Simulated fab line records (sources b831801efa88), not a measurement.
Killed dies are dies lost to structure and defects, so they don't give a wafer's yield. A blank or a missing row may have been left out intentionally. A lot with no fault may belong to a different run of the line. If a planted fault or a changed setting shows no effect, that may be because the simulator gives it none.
Matching of chambers	flow gf180mcu	GF_V4_CVD_00 on hdpcvd-01: 3 sister chambers
The step deposits SiO2, target thk 600 nm, time 100 s. 6 wafers are shown with their chamber, then 7 later ones without.

== WAFERS PAIRED WITH THEIR CHAMBERS ==
wafer	chamber	sih4-flow-sccm (sccm)
L134.1	2	60.03
L134.5	1	60.40
L134.6	0	59.89
L138.1	0	59.99
L138.3	1	59.95
L138.6	2	60.29

== WAFERS WHOSE CHAMBER IS MISSING ==
wafer	sih4-flow-sccm (sccm)
L139.1	59.95
L139.4	60.02
L139.6	60.11
L141.4	59.93
L141.6	60.04
L142.2	60.20
L142.5	60.09

== EACH ONE'S CHAMBER ==
wafer	from the rows above	in truth
L139.1	can't be placed: 0 or 2 or 1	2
L139.4	can't be placed: 0 or 2 or 1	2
L139.6	can't be placed: 2 or 1 or 0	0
L141.4	can't be placed: 0 or 2 or 1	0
L141.6	can't be placed: 0 or 2 or 1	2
L142.2	can't be placed: 1 or 2 or 0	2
L142.5	can't be placed: 2 or 1 or 0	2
0 of 7 placed correctly. Not placeable from these rows: 7 (in 7, the candidates include the true chamber). Wrongly placed: 0.
How it was worked out, from the rows above alone: a wafer's distance from a chamber is the root of the sum, over the readings, of the square of ((its reading less the chamber's mean) divided by the reading's scatter). If the next closest chamber is less than 2 further off than the closest, the wafer can't be placed; otherwise it belongs to the closest. For every chamber, the mean is computed from those of its wafers that are shown. The scatter: the root of (the sum of the squares of (reading less its chamber's mean) over the shown wafers, divided by (wafers less chambers)).
